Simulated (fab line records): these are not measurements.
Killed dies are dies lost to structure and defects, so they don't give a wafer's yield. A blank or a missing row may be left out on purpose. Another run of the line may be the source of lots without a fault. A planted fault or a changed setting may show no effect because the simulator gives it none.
Which tool did it? -- flow gf180mcu -- Sampling: 24 lots, 72 wafers, 6 of 602 route steps

## WHAT EACH GAUGE READ, for each wafer
GF_VT_IMPLANT_TW_MEAS_43. Usual: VT_IMPLANT_4_TW 695, standard deviation 7.1.
lot,measured,on,VT_IMPLANT_4_TW,flag
L074,day 7 10:30,film metro-02,685 689 689,
L075,day 7 19:05,film metro-02,685 692 690,
L076,day 8 02:44,film metro-02,687 690 692,
L077,day 8 08:47,film metro-02,692 690 690,
L078,day 8 17:23,film metro-01,693 693 692,
L079,day 8 22:32,film metro-02,691 692 690,
L080,day 9 04:59,film metro-01,702 704 699,
L081,day 9 15:19,film metro-04,702 704 701,
L082,day 9 18:23,film metro-04,706 706 704,
L083,day 9 22:46,film metro-01,699 701 704,
L084,day 10 05:32,film metro-01,692 694 690,
L085,day 10 15:54,film metro-01,693 692 693,
L086,day 10 20:54,film metro-02,685 681 686,
L087,day 11 03:35,film metro-01,699 696 695,
L088,day 11 09:53,film metro-01,697 695 696,
L089,day 11 16:41,film metro-01,700 702 697,
L090,day 12 01:20,film metro-02,685 679 682,
L091,day 12 05:50,film metro-02,684 682 681,
L092,day 12 13:18,film metro-04,704 703 702,
L093,day 12 22:29,film metro-01,696 694 694,
L094,day 13 04:53,film metro-04,703 702 703,
L095,day 13 07:54,film metro-04,700 701 699,
L096,day 13 17:37,film metro-04,701 706 704,
L097,day 14 02:21,film metro-01,697 698 697,

GF_HV_LDD_CD_MEAS_31 targets a cd of 400 nm. Usual: cd nm at 399.8 nm, with a standard deviation of 2.4.
lot,measured,on,cd nm (nm),flag
L074,day 11 09:35,cd sem-02,399.2 401.3 401.7,
L075,day 11 22:16,cd sem-01,397.4 395.5 398.6,
L076,day 12 04:04,cd sem-02,400.4 403.6 403.3,
L077,day 12 12:37,cd sem-01,397.4 397.1 395.2,
L078,day 13 01:46,cd sem-01,400.8 399.9 401.1,
L079,day 13 10:38,cd sem-02,402.1 400.7 399.2,
L080,day 13 15:25,cd sem-02,399.8 397.2 399.5,
L081,day 13 23:17,cd sem-01,399.7 402.1 400.6,
L082,day 14 05:43,cd sem-02,399.7 396.7 397.1,
L083,day 14 08:51,cd sem-02,402.5 400.0 401.0,
L084,day 14 14:13,cd sem-02,403.4 403.7 405.6,
L085,day 15 01:46,cd sem-01,401.2 400.2 401.6,
L086,day 15 10:43,cd sem-01,400.8 400.6 400.8,
L087,day 15 17:39,cd sem-02,397.6 396.9 399.4,
L088,day 16 00:31,cd sem-02,398.4 398.5 399.0,
L089,day 16 08:30,cd sem-02,401.5 402.7 402.9,
L090,day 16 17:01,cd sem-02,401.7 399.8 402.1,
L091,day 17 01:11,cd sem-02,396.5 395.8 394.9,
L092,day 17 06:31,cd sem-02,403.0 403.7 400.7,
L093,day 17 17:43,cd sem-02,400.8 401.4 400.3,
L094,day 18 01:56,cd sem-01,401.0 401.9 402.2,
L095,day 18 08:35,cd sem-01,395.8 396.6 399.8,
L096,day 18 15:14,cd sem-01,395.2 394.2 396.0,
L097,day 19 01:47,cd sem-02,400.8 398.6 401.3,

GF_HV_LDD_TW_MEAS_38. Usual: HV_LDD_3_TW 1439, standard deviation 20.
lot,measured,on,HV_LDD_3_TW,flag
L074,day 11 10:26,film metro-02,1415 1416 1410,
L075,day 11 23:07,film metro-04,1459 1459 1459,
L076,day 12 04:55,film metro-04,1465 1463 1461,
L077,day 12 13:28,film metro-03,1426 1415 1420,
L078,day 13 02:37,film metro-04,1462 1466 1470,
L079,day 13 11:30,film metro-02,1419 1423 1424,
L080,day 13 16:16,film metro-02,1421 1427 1426,
L081,day 14 00:07,film metro-02,1418 1406 1415,
L082,day 14 06:34,film metro-04,1469 1460 1460,
L083,day 14 09:41,film metro-03,1427 1432 1434,
L084,day 14 15:04,film metro-02,1415 1418 1410,
L085,day 15 02:37,film metro-03,1428 1434 1433,
L086,day 15 11:32,film metro-04,1460 1447 1460,
L087,day 15 18:31,film metro-02,1417 1423 1428,
L088,day 16 01:22,film metro-03,1440 1441 1434,
L089,day 16 09:22,film metro-03,1436 1440 1438,
L090,day 16 17:52,film metro-02,1418 1412 1414,
L091,day 17 02:02,film metro-03,1436 1422 1429,
L092,day 17 07:21,film metro-03,1434 1433 1429,
L093,day 17 18:34,film metro-04,1470 1469 1469,
L094,day 18 02:47,film metro-04,1450 1461 1467,
L095,day 18 09:26,film metro-04,1463 1458 1463,
L096,day 18 16:05,film metro-04,1457 1457 1455,
L097,day 19 02:38,film metro-02,1415 1418 1419,

GF_HV_LDD_RS_MEAS_53: the measuring method here is four-point-probe. Usual: HV_LDD_RS 414.3 ohm/sq, standard deviation 0.7.
lot,measured,on,HV_LDD_RS (ohm/sq),flag
L074,day 12 05:39,film metro-04,413.9 413.1 413.4,
L075,day 12 19:25,film metro-02,414.1 414.9 414.9,
L076,day 13 01:05,film metro-03,414.3 414.1 414.3,
L077,day 13 09:23,film metro-04,414.7 415.1 413.6,
L078,day 13 22:57,film metro-02,412.9 414.2 414.9,
L079,day 14 08:48,film metro-02,414.1 413.5 414.0,
L080,day 14 13:48,film metro-04,414.7 414.8 414.3,
L081,day 14 20:53,film metro-02,415.7 414.8 415.3,
L082,day 15 03:37,film metro-02,414.1 414.8 414.1,
L083,day 15 07:22,film metro-02,414.1 413.7 414.4,
L084,day 15 12:40,film metro-04,414.1 415.1 414.6,
L085,day 16 00:49,film metro-02,415.0 414.9 414.5,
L086,day 16 09:13,film metro-04,414.1 413.9 414.1,
L087,day 16 17:50,film metro-03,414.8 415.0 414.3,
L088,day 17 00:29,film metro-04,413.6 413.6 414.1,
L089,day 17 08:27,film metro-04,414.0 413.9 414.2,
L090,day 17 17:34,film metro-04,413.5 413.6 413.7,
L091,day 18 00:05,film metro-04,413.2 413.9 414.1,
L092,day 18 05:31,film metro-03,413.4 414.2 413.2,
L093,day 18 17:24,film metro-03,414.6 414.7 414.0,
L094,day 19 02:53,film metro-04,414.0 413.7 415.1,
L095,day 19 09:44,film metro-03,415.3 415.3 414.7,
L096,day 19 17:07,film metro-03,413.9 414.4 414.8,
L097,day 20 03:38,film metro-04,413.3 414.2 415.5,

## WHAT TOOL EACH LOT RAN ON (gives the tool, then ch and the chambers of the sampled wafers, and finally the start)
lot,GF_DUAL_GATE_STRIP_13,GF_HV_LDD_STRIP_49
L074,"plasma asher-01 ch 0,1, day 8 05:41","plasma asher-02 ch 0,1, day 12 05:18"
L075,"plasma asher-03 ch 0,1, day 8 13:32","plasma asher-01 ch 1, day 12 19:09"
L076,"plasma asher-02 ch 0,1, day 8 21:44","plasma asher-01 ch 0,1, day 13 00:48"
L077,"plasma asher-01 ch 0,1, day 9 04:19","plasma asher-02 ch 0,1, day 13 09:07"
L078,"plasma asher-02 ch 0,1, day 9 13:07","plasma asher-01 ch 0,1, day 13 22:39"
L079,"plasma asher-03 ch 0,1, day 9 23:06","plasma asher-02 ch 0,1, day 14 08:31"
L080,"plasma asher-02 ch 0,1, day 10 07:37","plasma asher-04 ch 0,1, day 14 13:31"
L081,"plasma asher-01 ch 0,1, day 10 13:37","plasma asher-01 ch 0,1, day 14 20:37"
L082,"plasma asher-02 ch 0,1, day 10 16:07","plasma asher-02 ch 0,1, day 15 03:21"
L083,"plasma asher-02 ch 0,1, day 10 20:26","plasma asher-02 ch 0,1, day 15 07:05"
L084,"plasma asher-03 ch 0,1, day 11 01:20","plasma asher-02 ch 0,1, day 15 12:22"
L085,"plasma asher-01 ch 0,1, day 11 12:47","plasma asher-01 ch 0,1, day 16 00:31"
L086,"plasma asher-01 ch 0,1, day 11 18:52","plasma asher-02 ch 0,1, day 16 08:56"
L087,"plasma asher-02 ch 0,1, day 12 00:32","plasma asher-02 ch 0,1, day 16 17:34"
L088,"plasma asher-02 ch 0,1, day 12 07:28","plasma asher-02 ch 0,1, day 17 00:11"
L089,"plasma asher-03 ch 0,1, day 12 14:47","plasma asher-04 ch 0,1, day 17 08:10"
L090,"plasma asher-03 ch 0,1, day 12 23:38","plasma asher-01 ch 0,1, day 17 17:17"
L091,"plasma asher-03 ch 1, day 13 03:38","plasma asher-02 ch 0,1, day 17 23:46"
L092,"plasma asher-02 ch 0,1, day 13 11:27","plasma asher-01 ch 0,1, day 18 05:13"
L093,"plasma asher-02 ch 0,1, day 13 20:50","plasma asher-01 ch 0,1, day 18 17:07"
L094,"plasma asher-02 ch 0,1, day 14 04:25","plasma asher-02 ch 0,1, day 19 02:35"
L095,"plasma asher-02 ch 1, day 14 07:43","plasma asher-01 ch 0,1, day 19 09:26"
L096,"plasma asher-01 ch 0,1, day 14 16:08","plasma asher-04 ch 0,1, day 19 16:50"
L097,"plasma asher-02 ch 0,1, day 15 01:32","plasma asher-04 ch 0,1, day 20 03:20"
- GF_DUAL_GATE_STRIP_13: strips in O2/N2.
- GF_HV_LDD_STRIP_49: strips in O2/N2.

## AS READ BY THE TOOLS THEMSELVES (means over the sampled wafers that have a number; for cases with no such wafer, the mark the record gives instead)
GF_DUAL_GATE_STRIP_13. Usual: drypump motor current A 5.9 A, standard deviation 0.35; heater power w 318 W, standard deviation 40; oes product au 0.716 a.u., standard deviation 0.0047; strip time to endpoint s 12.62 s, standard deviation 0.038.
lot,tool,drypump motor current A (A),heater power w (W),oes product au (a.u.),strip time to endpoint s (s),flag
L074,plasma asher-01,5.7,330,0.714,12.63,
L075,plasma asher-03,5.9,363,0.716,12.62,
L076,plasma asher-02,6.1,299,0.715,12.64,
L077,plasma asher-01,5.7,317,0.711,12.61,
L078,plasma asher-02,6.2,301,0.713,12.63,
L079,plasma asher-03,5.8,360,0.717,12.64,
L080,plasma asher-02,6.2,294,0.715,12.63,
L081,plasma asher-01,5.8,287,0.720,12.54,
L082,plasma asher-02,6.2,298,0.717,12.60,
L083,plasma asher-02,5.9,310,0.715,12.66,
L084,plasma asher-03,5.9,366,0.716,12.65,
L085,plasma asher-01,5.7,323,0.717,12.65,
L086,plasma asher-01,5.7,329,0.719,12.70,
L087,plasma asher-02,6.2,298,0.714,12.57,
L088,plasma asher-02,5.9,312,0.722,12.54,
L089,plasma asher-03,6.1,352,0.714,12.63,
L090,plasma asher-03,6.1,358,0.716,12.61,
L091,plasma asher-03,6.3,356,0.713,12.65,
L092,plasma asher-02,6.1,301,0.721,12.56,
L093,plasma asher-02,6.1,297,0.715,12.62,
L094,plasma asher-02,6.1,297,0.720,12.63,
L095,plasma asher-02,5.6,324,0.715,12.62,
L096,plasma asher-01,5.8,283,0.716,12.61,
L097,plasma asher-02,5.9,313,0.717,12.64,

GF_HV_LDD_STRIP_49. Usual: drypump motor current A 5.8 A, standard deviation 0.43; heater power w 301 W, standard deviation 37; oes product au 0.716 a.u., standard deviation 0.004; strip time to endpoint s 12.65 s, standard deviation 0.036.
lot,tool,drypump motor current A (A),heater power w (W),oes product au (a.u.),strip time to endpoint s (s),flag
L074,plasma asher-02,5.9,308,0.717,12.66,
L075,plasma asher-01,5.7,362,0.713,12.63,
L076,plasma asher-01,5.7,320,0.716,12.64,
L077,plasma asher-02,6.2,299,0.714,12.72,
L078,plasma asher-01,5.8,323,0.716,12.61,
L079,plasma asher-02,6.1,298,0.721,12.65,
L080,plasma asher-04,5.6,283,0.719,12.69,
L081,plasma asher-01,5.8,290,0.715,12.64,
L082,plasma asher-02,6.1,300,0.714,12.66,
L083,plasma asher-02,5.9,310,0.716,12.66,
L084,plasma asher-02,6.2,296,0.717,12.65,
L085,plasma asher-01,5.8,286,0.719,12.65,
L086,plasma asher-02,5.9,308,0.718,12.60,
L087,plasma asher-02,6.2,296,0.718,12.58,
L088,plasma asher-02,5.9,314,0.714,12.64,
L089,plasma asher-04,5.6,284,0.719,12.65,
L090,plasma asher-01,5.8,287,0.716,12.66,
L091,plasma asher-02,5.9,310,0.716,12.65,
L092,plasma asher-01,5.8,285,0.715,12.63,
L093,plasma asher-01,5.7,323,0.716,12.68,
L094,plasma asher-02,5.9,304,0.719,12.64,
L095,plasma asher-01,5.8,288,0.715,12.66,
L096,plasma asher-04,5.6,279,0.719,12.64,
L097,plasma asher-04,5.6,276,0.715,12.64,

## THE ANSWER, worked out from the rows above alone
Rule: a lot is off if the mean of its wafers that have a number lies more than 3 standard deviations from the usual mean. A lot without any number at a reading at which 4 lots or more have one is off too. The other lots that the step has rows for count as sound. After the gauges, taken in route order, come the tools' own readings; for these a lot's mean is taken, as printed above. At the first step where some lot is off, the reading lying furthest off is the one used; lots without a number count as furthest.
Nothing can be told from this: no lot is off at any reading shown.

## WHAT HAD BEEN PUT IN BY THE SIMULATOR
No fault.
